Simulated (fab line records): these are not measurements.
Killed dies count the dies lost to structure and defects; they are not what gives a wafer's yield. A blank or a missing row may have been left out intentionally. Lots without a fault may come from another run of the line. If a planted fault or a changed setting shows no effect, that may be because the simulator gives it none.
fab line records | flow sky130
record lots=6 wafers=18 lastDay=50
route steps=708 shown POLY_GATE@233 LDD_N@237 LDD_P@255 PAD_OPEN@708
lots that met no fault: taken from a fault-free run of the same line
startH: hours from the record's first day to the start of the lot's first wafer shown | waitH: how many hours have passed since the lot's step before this one | " same as the row above | L1.1+2: a single row standing in for several wafers | - no value, or no start was given | * or withheld: withheld | < > ~ a bound
route shown NAME@n: a module of which the file shows steps, and the number in the route of the first | usual: mean/standard deviation taken from wafers without a fault | same: alike in all rows | chamber/n: place in a boat | sites: the reading at each site | _std_site: the values' standard deviation | _edge_site: the outer-site mean with the inner-site mean subtracted | radiusMm: for every site, how far away it sits from the centre of the wafer | mask NAME#n: copy n | behind: the last tool/chamber to shape the wafer | hold: why the lot was held/for how many hours/how that ended | device: names the non-switching transistor (n, p or np) | end of line: the route-end tests of the same wafers | for a step that has no rows: nothing shown but its recipe | killed: dies lost to structure and defects at the first sort, not the wafer's yield | map: the dies of a wafer, with x for killed, . for not killed, _ for no die there
set.NAME: setting as actually run; set.NAME@STEP: the setting as run at that earlier step | model.NAME: the simulator's own value behind a step, which no gauge read
certain route steps with their lots: each step a table, each wafer a row
services: from which hour (startH, from the record's first day; less than 0 if before it) a tool's chamber was out of use, for how many hours, and why
## steps
# step SKY_POLY_GATE_CLEAN_19
# recipe chemistry=SC1/SC2 mix=1:4:20 tempC=70 timeS=150 dry=n2Spin
# step SKY_POLY_GATE_OXIDATION_20
# recipe tempC=850 ambient=O2 stabiliseS=600 purgeS=300 targetThkA=40 oxTimeS=899
# step SKY_POLY_GATE_THK_MEAS_21
# recipe reads=SiO2_of_POLY_GATE_OXIDATION_20
# usual POLY_GATE_OXIDATION_THK=4.02/0.072
# columns lot.wafer tool chamber startH waitH POLY_GATE_OXIDATION_THK[nm]
L545.1 filmMetro-04 - 434.05 0.0 4.04
L545.2 " - " " 4.05
L545.3 " - " " 4.04
L546.2 filmMetro-04 - 450.76 0.0 3.99
L546.3 " - " " 3.99
L546.6 " - " " 4.01
L556.3 filmMetro-03 - 525.49 0.0 3.91
L556.5 " - " " 3.96
L556.6 " - " " 3.94
L557.1 filmMetro-01 - 544.04 0.0 4.16
L557.3 " - " " 4.15
L557.5 " - " " 4.17
L558.1 filmMetro-03 - 550.87 0.0 4.03
L558.2 " - " " 3.98
L558.3 " - " " 4.08
L560.1 filmMetro-01 - 561.12 0.0 4.03
L560.2 " - " " 4.09
L560.6 " - " " 4.04
# step SKY_POLY_GATE_CD_MEAS_22
# usual cdNm=149.5/2.2
# columns lot.wafer tool chamber startH waitH cdNm
L545.1 cdSem-02 - 434.11 0.1 144.6
L545.2 " - " " 146.2
L545.3 " - " " 150.9
L546.2 cdSem-02 - 450.84 0.1 149.5
L546.3 " - " " 150.8
L546.6 " - " " 150.4
L556.3 cdSem-02 - 525.59 0.1 147.2
L556.5 " - " " 146.4
L556.6 " - " " 149.4
L557.1 cdSem-01 - 544.10 0.1 147.6
L557.3 " - " " 146.2
L557.5 " - " " 147.2
L558.1 cdSem-02 - 550.93 0.1 147.5
L558.2 " - " " 149.2
L558.3 " - " " 145.7
L560.1 cdSem-02 - 561.18 0.1 151.1
L560.2 " - " " 147.4
L560.6 " - " " 149.9
# step SKY_LDD_N_DEHYDRATE_00
# recipe tempC=200 timeS=60
# step SKY_LDD_N_HMDS_01
# recipe primeTimeS=60 primeTempC=120
# step SKY_LDD_N_COAT_02
# recipe resist=NOVOLAK spinRpm=3000 resistThkNm=300
# step SKY_LDD_N_SOFTBAKE_03
# recipe tempC=90 timeS=60 resist=NOVOLAK
# step SKY_LDD_N_EXPOSE_04
# recipe maskId=NTM targetCdNm=840 na=0.6 sourceShape=conventional sigmaOuter=0.6 doseMj=110
# step SKY_LDD_N_PEB_05
# recipe tempC=withheld timeS=* resist=NOVOLAK
# step SKY_LDD_N_DEVELOP_06
# recipe developTimeS=60 devTempC=23
# step SKY_LDD_N_OVL_MEAS_07
# usual LDD_N_OVL=-0.9/1.4
# columns lot.wafer tool chamber startH waitH LDD_N_OVL[nm]
L545.1 overlay-01 - 464.34 0.1 -1.4
L545.2 " - " " -1.6
L545.3 " - " " -3.2
L546.2 overlay-01 - 481.24 0.1 0.1
L546.3 " - " " -0.9
L546.6 " - " " -0.7
L556.3 overlay-02 - 555.41 0.1 -1.8
L556.5 " - " " -0.6
L556.6 " - " " -1.3
L557.1 overlay-02 - 573.76 0.1 -2.4
L557.3 " - " " -0.8
L557.5 " - " " -2.7
L558.1 overlay-01 - 580.74 0.1 -0.3
L558.2 " - " " -4.5
L558.3 " - " " -3.6
L560.1 overlay-02 - 590.65 0.1 -2.8
L560.2 " - " " -4.1
L560.6 " - " " -3.9
# step SKY_LDD_N_IMPLANT_08
# recipe species=As energyKev=20 doseCm2=7.5e+13 tiltDeg=withheld rotationDeg=23
# usual doseIonsCm2=7.501e+13/7.8e+10 faradayCurrentUA=422/8.5 rotationDeg=23.000/0.023
# columns lot.wafer tool chamber startH waitH doseIonsCm2 faradayCurrentUA rotationDeg
L545.1 implanter-01 0 464.37 0.0 7.5e+13 426 22.976
L545.2 " 0 " " 7.496e+13 444 22.993
L545.3 " 0 " " 7.497e+13 409 22.976
L546.2 implanter-03 0 481.32 0.1 7.505e+13 421 22.988
L546.3 " 0 " " 7.504e+13 417 22.970
L546.6 " 0 " " 7.494e+13 421 22.995
L556.3 implanter-03 0 555.49 0.1 4.781e+13 265 22.997
L556.5 " 0 " " 4.778e+13 273 22.981
L556.6 " 0 " " 4.769e+13 271 22.995
L557.1 implanter-03 0 573.80 0.0 4.766e+13 265 23.044
L557.3 " 0 " " 4.756e+13 271 23.014
L557.5 " 0 " " 4.784e+13 270 23.044
L558.1 implanter-01 0 580.77 0.0 7.513e+13 433 22.977
L558.2 " 0 " " 7.498e+13 420 22.990
L558.3 " 0 " " 7.503e+13 422 22.982
L560.1 implanter-02 0 590.69 0.0 7.495e+13 418 22.948
L560.2 " 0 " " 7.499e+13 421 22.949
L560.6 " 0 " " 7.497e+13 422 23.034
# step SKY_LDD_N_IMPLANT_09
# recipe species=As energyKev=20 doseCm2=7.5e+13 tiltDeg=withheld rotationDeg=113
# step SKY_LDD_N_IMPLANT_10
# recipe species=As energyKev=20 doseCm2=7.5e+13 tiltDeg=withheld rotationDeg=203
# step SKY_LDD_N_IMPLANT_11
# recipe species=As energyKev=20 doseCm2=7.5e+13 tiltDeg=withheld rotationDeg=293
# step SKY_LDD_N_IMPLANT_12
# recipe species=BF2 energyKev=50 doseCm2=5e+12 tiltDeg=30 rotationDeg=0
# step SKY_LDD_N_IMPLANT_13
# recipe species=BF2 energyKev=50 doseCm2=5e+12 tiltDeg=30 rotationDeg=90
# step SKY_LDD_N_IMPLANT_14
# recipe species=BF2 energyKev=50 doseCm2=5e+12 tiltDeg=30 rotationDeg=180
# step SKY_LDD_N_IMPLANT_15
# recipe species=BF2 energyKev=50 doseCm2=5e+12 tiltDeg=30 rotationDeg=270
# step SKY_LDD_N_STRIP_16
# recipe chemistry=O2/N2 powerW=1400 pressureMtorr=1500 platenTempC=withheld o2FlowSccm=3000 n2FlowSccm=300 overashFraction=0.5
# usual drypumpMotorCurrentA=5.6/0.58 oesProductAu=0.406/0.0044 stripTimeToEndpointS=4.316/0.013
# columns lot.wafer tool chamber startH waitH drypumpMotorCurrentA oesProductAu rfHoursCounterH stripTimeToEndpointS
L545.1 plasmaAsher-03 0 465.57 0.1 6.3 0.404 4 4.303
L545.2 " 1 " " 4.9 0.406 4 4.293
L545.3 " 0 " " 6.3 0.407 - 4.294
L546.2 plasmaAsher-02 0 483.37 0.1 6.4 0.411 78 4.315
L546.3 " 1 " " 4.9 0.402 - 4.328
L546.6 " 1 " " 4.8 0.406 - 4.324
L556.3 plasmaAsher-01 0 556.67 0.1 5.2 0.413 - 4.247
L556.5 " 0 " " 5.2 0.406 - 4.257
L556.6 " 1 " " 5.8 0.404 - 4.241
L557.1 plasmaAsher-03 0 575.00 0.1 6.3 0.405 14 4.225
L557.3 " 1 " " 4.9 0.409 - 4.210
L557.5 " 0 " " 6.3 0.409 - 4.219
L558.1 plasmaAsher-03 1 581.97 0.1 4.9 0.409 15 4.324
L558.2 " 0 " " 6.2 0.410 15 4.324
L558.3 " 0 " " 6.2 0.404 - 4.330
L560.1 plasmaAsher-02 1 591.89 0.1 4.8 0.403 91 4.320
L560.2 " 0 " " 6.4 0.416 91 4.336
L560.6 " 1 " " 4.9 0.405 - 4.322
# step SKY_LDD_N_TW_MEAS_17
# usual LDD_N_TW=2588/14
# columns lot.wafer tool chamber startH waitH LDD_N_TW
L545.1 filmMetro-04 - 465.67 0.1 2617
L545.2 " - " " 2606
L545.3 " - " " 2613
L546.2 filmMetro-03 - 483.48 0.1 2570
L546.3 " - " " 2582
L546.6 " - " " 2587
L556.3 filmMetro-02 - 556.76 0.1 2538
L556.5 " - " " 2549
L556.6 " - " " 2566
L557.1 filmMetro-03 - 575.10 0.1 2512
L557.3 " - " " 2523
L557.5 " - " " 2537
L558.1 filmMetro-02 - 582.07 0.1 2593
L558.2 " - " " 2597
L558.3 " - " " 2589
L560.1 filmMetro-03 - 591.99 0.1 2579
L560.2 " - " " 2587
L560.6 " - " " 2584
# step SKY_LDD_P_DEHYDRATE_00
# recipe tempC=200 timeS=60
# step SKY_PAD_OPEN_PROBE_99
# usual killed_at_M0_to_M3=43/6.8 killed_at_M4_up=3.2/1.8 killedAtContacts=24/5.2 killedAtFrontEnd=15/4.2 killedAtOther=0.4/0.62 killedDies=85/8.7 killedOpen=46/6.7 killedShort=39/5.9
# same grossDies=492 killedAtBackSide=0
# columns lot.wafer tool chamber startH waitH killed_at_M0_to_M3 killed_at_M4_up killedAtContacts killedAtFrontEnd killedAtOther killedDies killedOpen killedShort model.etest.tipN.rsOhmSq
L545.1 prober-02 - 1115.97 0.1 34 7 22 15 0 78 42 36 438.4
L545.2 prober-02 - 1116.02 0.1 47 4 21 16 1 89 49 40 433.6
L545.3 prober-02 - 1116.07 0.2 45 2 24 15 0 86 47 39 434.4
L556.3 prober-02 - 1173.38 0.2 48 5 25 21 2 101 51 49 467.7
L556.5 prober-02 - 1173.48 0.2 46 4 23 15 2 90 46 42 474.9
L556.6 prober-02 - 1173.53 0.2 42 2 29 17 0 90 50 40 469.7
L557.1 prober-01 - 1181.44 0.1 45 4 20 17 0 86 36 50 475.4
L557.3 prober-01 - 1181.54 0.2 33 2 26 20 0 81 41 40 474.6
L557.5 prober-01 - 1181.64 0.2 34 1 24 13 1 73 42 31 476
# killed by level:class
L545.1 LI_CONTACT:geometricParticle:open=7 VIA1:geometricParticle:open=7 CONTACT:geometricParticle:open=6 FIELD_ISO:geometricParticle:open=5 METAL1:geometricParticle:short=5 METAL2:geometricParticle:short=5 METAL2:geometricParticle:open=5 METAL4:geometricParticle:short=5
L545.2 VIA1:geometricParticle:open=12 LI_CONTACT:geometricParticle:open=10 VIA1:geometricParticle:short=8 METAL2:geometricParticle:short=6 VIA3:geometricParticle:short=6 POLY_GATE:geometricParticle:short=5 CONTACT:geometricParticle:open=5 POLY_GATE:geometricParticle:open=4
L545.3 CONTACT:geometricParticle:open=11 METAL1:geometricParticle:short=11 LI_CONTACT:geometricParticle:open=9 VIA3:geometricParticle:open=7 FIELD_ISO:geometricParticle:short=6 VIA1:geometricParticle:open=6 VIA3:geometricParticle:short=5 VIA2:geometricParticle:short=4
L556.3 VIA1:geometricParticle:open=14 CONTACT:geometricParticle:open=9 VIA2:geometricParticle:open=8 METAL2:geometricParticle:short=6 FIELD_ISO:geometricParticle:open=5 CONTACT:geometricParticle:short=5 VIA1:geometricParticle:short=5 FIELD_ISO:geometricParticle:short=4
L556.5 CONTACT:geometricParticle:open=10 METAL2:geometricParticle:short=9 VIA1:geometricParticle:short=9 LI_CONTACT:geometricParticle:open=7 VIA1:geometricParticle:open=7 FIELD_ISO:geometricParticle:short=6 VIA2:geometricParticle:open=6 VIA3:geometricParticle:open=6
L556.6 CONTACT:geometricParticle:open=16 METAL2:geometricParticle:short=7 VIA1:geometricParticle:open=7 VIA2:geometricParticle:open=7 VIA1:geometricParticle:short=6 LI_CONTACT:geometricParticle:open=5 POLY_GATE:geometricParticle:open=4 LI_CONTACT:geometricParticle:short=4
L557.1 METAL1:geometricParticle:short=10 VIA1:geometricParticle:open=9 METAL2:geometricParticle:short=7 LOCAL_INTERCONNECT:geometricParticle:short=6 CONTACT:geometricParticle:open=6 VIA3:geometricParticle:short=6 SPACER:geometricParticle:open=5 VIA1:geometricParticle:short=5
L557.3 VIA1:geometricParticle:open=8 FIELD_ISO:geometricParticle:short=7 METAL1:geometricParticle:short=7 LI_CONTACT:geometricParticle:open=7 CONTACT:geometricParticle:open=7 FIELD_ISO:geometricParticle:open=6 CONTACT:geometricParticle:short=6 LOCAL_INTERCONNECT:geometricParticle:short=4
L557.5 CONTACT:geometricParticle:open=13 VIA3:geometricParticle:open=8 VIA2:geometricParticle:open=5 CONTACT:geometricParticle:short=4 VIA1:geometricParticle:open=4 METAL1:geometricParticle:short=4 METAL2:geometricParticle:short=4 FIELD_ISO:geometricParticle:short=3
## services
# columns tool chamber startH hours kind
implanter-03 - 449.85 2.4 repair
plasmaAsher-03 - 489.02 14.6 pm
implanter-02 - 503.53 3.3 repair
implanter-01 - 527.61 5.5 repair
implanter-01 - 586.32 25.1 pm
implanter-03 - 589.34 141.5 pm
## key
firstSign step=SKY_LDD_N_IMPLANT_08 reading=doseIonsCm2 direction=down sigmas=99+ usual=* struck=*
effect step=SKY_LDD_N_IMPLANT_08 reading=faradayCurrentUA direction=down sigmas=18 usual=422 struck=269
effect step=SKY_LDD_N_STRIP_16 reading=stripTimeToEndpointS direction=down sigmas=6.3 usual=* struck=*
effect step=SKY_LDD_N_TW_MEAS_17 reading=LDD_N_TW direction=down sigmas=3.8 usual=2588 struck=2537
modelEffect step=SKY_PAD_OPEN_PROBE_99 value=etest.tipN.rsOhmSq without=445.1 struck=473.1
metAt SKY_LDD_N_IMPLANT_08
struckWafers L556.3,L556.5,L556.6,L557.1,L557.3,L557.5
testerLeftOut L556,L557
onsetBetween 481.32 555.49
fault kind=processParameterDrift tool=implanter-03 chamber=- onsetH=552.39 steps=SKY_LDD_N_IMPLANT_08 channel=doseCm2 offset=* shape=step endH=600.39 actsIn=* stated=*
# testerLeftOut: of these lots the tester's yield and bins aren't shown, on N5 and GAA mostly nor the transistor test; their killed dies are dies lost to structure and defects alone, not to doping, threshold or leakage, so they don't give the yield
